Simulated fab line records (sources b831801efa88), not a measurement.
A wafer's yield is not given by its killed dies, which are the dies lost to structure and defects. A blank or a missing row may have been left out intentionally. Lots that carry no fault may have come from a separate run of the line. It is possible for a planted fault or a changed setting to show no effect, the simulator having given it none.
Which tool is to blame? ; flow sky130 ; 6 lots with 18 wafers sampled at 3 steps, on a route of 708 steps

WHAT EACH GAUGE READ, for each wafer
SKY_LI_CONTACT_CD_MEAS_12: the cd target is 170 nm.
lot;measured;on;cdNm (nm)
L425;day 30 14:17;cdSem-02;171.7 172.1 171.7
L426;day 30 21:56;cdSem-01;169.9 168.4 169.5
L432;day 32 07:17;cdSem-02;167.3 168.4 169.1
L439;day 34 10:22;cdSem-02;169.3 169.4 169.7
L443;day 35 21:10;cdSem-02;170.3 170.2 171.1
L446;day 36 21:38;cdSem-02;169.7 169.9 170.7

WHICH TOOL RAN EACH LOT (tool, then ch and the chambers of the sampled wafers, then the start)
lot;SKY_POLY_CUT_ETCH_10;SKY_LI_CONTACT_EXPOSE_09
L425;rieDiel-01 ch 0,1, day 25 18:07;krfScanner-01 ch 0, day 30 00:20
L426;rieDiel-02 ch 0,1,3, day 26 01:49;krfScanner-01 ch 0, day 30 08:24
L432;rieDiel-01 ch 0,2, day 27 14:31;krfScanner-01 ch 0, day 31 18:13
L439;rieDiel-02 ch 1,2,3, day 29 19:27;krfScanner-01 ch 0, day 33 21:10
L443;rieDiel-04 ch 2,3, day 31 09:07;krfScanner-02 ch 0, day 35 08:54
L446;rieDiel-01 ch 0,1,2, day 32 09:01;krfScanner-01 ch 0, day 36 08:28
- SKY_POLY_CUT_ETCH_10: etches BARC in N2/H2, stops on SiO2, time 45.9 s, target depth 60 nm.
- SKY_LI_CONTACT_EXPOSE_09: exposes mask LICM1, target cd 170 nm.

THE ANSWER, worked out from the rows above alone
Rule: usual is defined by the lots themselves. The widest of any qualifying gaps counts: lots, ordered by their means at a reading, are off when they make up no more than a third of the lots, leave a main group of 4 or more, and stand apart from it by 3 or more times the standard deviation of that group's means. A main group whose means are all the same, to the digits that the tables above print for the reading, isn't used. Also off: a lot with no number at a reading for which 4 or more lots have one. The other lots that the step has rows for count as sound.
None of the lots is off at any reading shown; this tells nothing.

WHAT HAD BEEN PUT IN BY THE SIMULATOR
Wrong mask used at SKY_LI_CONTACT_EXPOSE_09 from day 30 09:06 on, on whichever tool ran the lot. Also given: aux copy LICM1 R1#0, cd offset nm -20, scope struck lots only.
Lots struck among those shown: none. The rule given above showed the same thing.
